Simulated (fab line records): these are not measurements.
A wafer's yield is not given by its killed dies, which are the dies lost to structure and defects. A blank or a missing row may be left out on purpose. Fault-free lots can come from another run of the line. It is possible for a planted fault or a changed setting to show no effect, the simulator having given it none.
fab line records    flow gf180mcu
[record] lots = 11  wafers = 33  last-day = 34
route steps=602 shown NWELL@53 MVSD@70 MVPSD@85 V1@358
lots untouched by any fault: they come from a run of this same line in which no faults occurred
start-h: start of the lot's first displayed wafer, in hours after the record's first day    wait-h: how many hours have passed since the lot's step before this one    " as in the row above    L1.1+2: several wafers, shown together as one row    - either no value or no given start    * or withheld: withheld    < > ~ a bound
route shown NAME@n: names a module that has steps shown in the file, with the first one's number in the route    usual: mean/standard deviation taken from wafers without a fault    same: alike in all rows    chamber/n: place in a boat    sites: readings site by site    _std_site: the standard deviation of these    _edge_site: inner sites' mean taken away from outer sites' mean    radius-mm: for every site, how far away it sits from the centre of the wafer    mask NAME#n: copy n    behind: the most recent tool/chamber to have shaped the wafer    hold: what put the lot on hold/how long, in hours/how the hold closed    device: the n, p or np transistor that did not switch    end of line: at the end of the route, the tests of the same wafers    for a step that has no rows: nothing shown but its recipe    killed: dies lost to structure and defects at the first sort, not the wafer's yield    map: a wafer's dies, marking killed ones x, the rest . and places with no die _
set.NAME: the setting as run; set.NAME@STEP: as run at that earlier step    model.NAME: the simulator's own value behind a step, which no gauge read
a sample of lots followed through the steps of the route, with each step as a table and each wafer as a row
services: when a tool's chamber went out of use (start-h, in hours from the record's first day, below 0 if earlier), for how many hours, and the reason
[[steps]]
[step GF_NWELL_TW_MEAS_11]
[usual] NWELL_TW = 1582/11
lot.wafer  tool           chamber  start-h  wait-h  NWELL_TW
L719.1     film-metro-02  -        56.40    0.1     1573
L719.3     "              -        "        "       1583
L719.5     "              -        "        "       1580
L720.1     film-metro-01  -        62.05    0.1     1591
L720.2     "              -        "        "       1580
L720.3     "              -        "        "       1580
L721.1     film-metro-02  -        66.42    0.1     1574
L721.2     "              -        "        "       1566
L721.3     "              -        "        "       1569
L722.4     film-metro-04  -        72.38    0.1     1585
L722.5     "              -        "        "       1594
L722.6     "              -        "        "       1592
L723.1     film-metro-02  -        78.22    0.1     1572
L723.2     "              -        "        "       1576
L723.5     "              -        "        "       1576
L726.1     film-metro-01  -        94.45    0.1     1587
L726.2     "              -        "        "       1580
L726.4     "              -        "        "       1590
L731.4     film-metro-01  -        125.34   0.1     1587
L731.5     "              -        "        "       1577
L731.6     "              -        "        "       1576
L732.2     film-metro-02  -        127.73   0.1     1568
L732.3     "              -        "        "       1576
L732.4     "              -        "        "       1568
L738.2     film-metro-01  -        158.98   0.1     1579
L738.4     "              -        "        "       1576
L738.6     "              -        "        "       1568
L740.1     film-metro-01  -        169.61   0.1     1574
L740.5     "              -        "        "       1578
L740.6     "              -        "        "       1569
L741.2     film-metro-04  -        176.82   0.1     1592
L741.3     "              -        "        "       1595
L741.5     "              -        "        "       1593
[step GF_MVSD_EXPOSE_04]
[recipe] mask-id = MVSD  target-cd-nm = 1000  na = 0.6  source-shape = conventional  sigma-outer = 0.6  dose-mj = 260
[usual] exposure-dose-mJ-cm2 = 259.95/0.27
lot.wafer  tool              chamber  start-h  wait-h  mask    exposure-dose-mJ-cm2
L719.1     iline-stepper-02  0        76.70    -       MVSD#0  259.89
L719.3     "                 0        "        "       MVSD#0  259.69
L719.5     "                 0        "        "       MVSD#0  260.37
L720.1     iline-stepper-02  0        82.80    -       MVSD#0  259.61
L720.2     "                 0        "        "       MVSD#0  259.84
L720.3     "                 0        "        "       MVSD#0  259.82
L721.1     iline-stepper-02  0        87.30    -       MVSD#0  259.61
L721.2     "                 0        "        "       MVSD#0  259.34
L721.3     "                 0        "        "       MVSD#0  259.67
L722.4     iline-stepper-01  0        93.32    -       MVSD#0  259.32
L722.5     "                 0        "        "       MVSD#0  259.64
L722.6     "                 0        "        "       MVSD#0  259.77
L723.1     iline-stepper-01  0        99.83    -       MVSD#0  259.74
L723.2     "                 0        "        "       MVSD#0  260.10
L723.5     "                 0        "        "       MVSD#0  259.53
L726.1     iline-stepper-01  0        116.12   -       MVSD#0  259.82
L726.2     "                 0        "        "       MVSD#0  259.80
L726.4     "                 0        "        "       MVSD#0  259.95
L731.4     iline-stepper-02  0        148.99   -       MVSD#0  244.41
L731.5     "                 0        "        "       MVSD#0  244.60
L731.6     "                 0        "        "       MVSD#0  244.51
L732.2     iline-stepper-02  0        150.35   -       MVSD#0  244.66
L732.3     "                 0        "        "       MVSD#0  244.81
L732.4     "                 0        "        "       MVSD#0  244.57
L738.2     iline-stepper-01  0        184.23   -       MVSD#0  259.62
L738.4     "                 0        "        "       MVSD#0  259.79
L738.6     "                 0        "        "       MVSD#0  259.94
L740.1     iline-stepper-01  0        194.33   -       MVSD#0  259.96
L740.5     "                 0        "        "       MVSD#0  260.06
L740.6     "                 0        "        "       MVSD#0  260.15
L741.2     iline-stepper-01  0        201.75   -       MVSD#0  260.16
L741.3     "                 0        "        "       MVSD#0  260.12
L741.5     "                 0        "        "       MVSD#0  260.17
[step GF_MVPSD_OVL_MEAS_07]
[usual] MVPSD_OVL = -0.6/1.2
lot.wafer  tool        chamber  start-h  wait-h  MVPSD_OVL[nm]
L719.1     overlay-02  -        98.46    -       0.2
L719.3     "           -        "        "       1.0
L719.5     "           -        "        "       -1.5
L720.1     overlay-02  -        103.90   -       -1.8
L720.2     "           -        "        "       -2.5
L720.3     "           -        "        "       0.2
L721.1     overlay-02  -        109.11   -       -0.5
L721.2     "           -        "        "       -0.6
L721.3     "           -        "        "       1.2
L722.4     overlay-02  -        114.42   -       1.1
L722.5     "           -        "        "       0.0
L722.6     "           -        "        "       -1.7
L723.1     overlay-01  -        121.75   -       -0.1
L723.2     "           -        "        "       -2.1
L723.5     "           -        "        "       -1.2
L726.1     overlay-02  -        138.62   -       -0.8
L726.2     "           -        "        "       -1.2
L726.4     "           -        "        "       -0.5
L731.4     overlay-01  -        173.13   -       0.2
L731.5     "           -        "        "       0.6
L731.6     "           -        "        "       0.7
L732.2     overlay-02  -        174.38   -       -0.6
L732.3     "           -        "        "       -2.0
L732.4     "           -        "        "       -2.7
L738.2     overlay-01  -        209.88   -       1.3
L738.4     "           -        "        "       0.5
L738.6     "           -        "        "       0.4
L740.1     overlay-02  -        221.15   -       -0.5
L740.5     "           -        "        "       -1.0
L740.6     "           -        "        "       -0.8
L741.2     overlay-02  -        227.65   -       0.4
L741.3     "           -        "        "       -0.3
L741.5     "           -        "        "       -0.6
[step GF_V1_CVD_23]
[recipe] material = W  target-thk-nm = 350  time-s = 105.05  temp-c = 400  pressure-torr = 40
[usual] heater-power-w = 814/130
lot.wafer  tool      chamber  start-h  wait-h  heater-power-w
L719.1     cvd-w-01  0        411.91   0.0     767
L719.3     "         0        "        "       798
L719.5     "         0        "        "       782
L720.1     cvd-w-01  1        418.74   0.0     773
L720.2     "         0        "        "       783
L720.3     "         1        "        "       773
L721.1     cvd-w-02  0        430.79   0.0     686
L721.2     "         1        "        "       1018
L721.3     "         0        "        "       664
L722.4     cvd-w-01  1        441.60   0.1     779
L722.5     "         0        "        "       792
L722.6     "         1        "        "       780
L723.1     cvd-w-02  0        449.54   0.0     665
L723.2     "         1        "        "       1023
L723.5     "         1        "        "       1012
L726.1     cvd-w-01  1        475.62   0.0     769
L726.2     "         0        "        "       801
L726.4     "         1        "        "       776
L731.4     cvd-w-02  1        529.72   0.1     1032
L731.5     "         0        "        "       669
L731.6     "         1        "        "       1012
L732.2     cvd-w-01  1        531.61   0.0     794
L732.3     "         1        "        "       777
L732.4     "         0        "        "       797
L738.2     cvd-w-01  0        583.69   0.0     791
L738.4     "         0        "        "       792
L738.6     "         0        "        "       814
L741.2     cvd-w-01  0        601.09   0.0     799
L741.3     "         0        "        "       803
L741.5     "         1        "        "       780
L740.1     cvd-w-01  0        602.56   0.0     763
L740.5     "         0        "        "       779
L740.6     "         1        "        "       768
[[services]]
tool              chamber  start-h  hours  kind
iline-stepper-01  -        75.05    1.3    repair
iline-stepper-01  -        106.87   1.7    pm
iline-stepper-01  -        125.78   2.1    pm
iline-stepper-01  -        148.47   23.7   repair
iline-stepper-02  -        191.25   1.7    pm
cvd-w-01          -        207.93   6.9    pm
cvd-w-01          1        225.46   8.4    repair
cvd-w-01          -        284.04   1.6    repair
cvd-w-01          1        298.50   4.7    repair
iline-stepper-02  -        323.89   3.2    repair
cvd-w-01          -        324.77   6.0    pm
iline-stepper-01  -        327.11   1.7    pm
iline-stepper-02  -        328.87   4.4    pm
cvd-w-01          0        333.91   7.2    repair
iline-stepper-01  -        361.44   1.4    repair
iline-stepper-02  -        375.60   1.8    repair
cvd-w-01          1        408.38   6.7    repair
iline-stepper-02  -        409.43   1.7    pm
cvd-w-01          0        465.20   1.6    repair
iline-stepper-01  -        507.41   4.2    repair
iline-stepper-01  -        509.50   1.5    repair
iline-stepper-01  -        519.57   9.0    repair
iline-stepper-01  -        543.23   1.7    pm
iline-stepper-02  -        588.97   4.4    repair
[[key]]
[first-sign] step = GF_MVSD_EXPOSE_04  reading = exposure-dose-mJ-cm2  direction = down  sigmas = 57  usual = 259.95  struck = 244.59
effect none on later readings
met-at GF_MVSD_EXPOSE_04
struck-lots L731,L732
tester-left-out L731,L732
not-acting-at GF_NWELL_TW_MEAS_11,GF_MVPSD_OVL_MEAS_07,GF_V1_CVD_23
onset-between 87.30 148.99
[fault] kind = process-parameter-drift  tool = iline-stepper-02  chamber = -  onset-h = 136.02  steps = GF_MVSD_EXPOSE_04  channel = dose-mj  offset = -15.629  shape = step  acts-in = these-recipes-only  stated = 260
// tester-left-out: of these lots the tester's yield and bins aren't shown, on N5 and GAA mostly nor the transistor test; their killed dies are dies lost to structure and defects alone, not to doping, threshold or leakage, so they don't give the yield
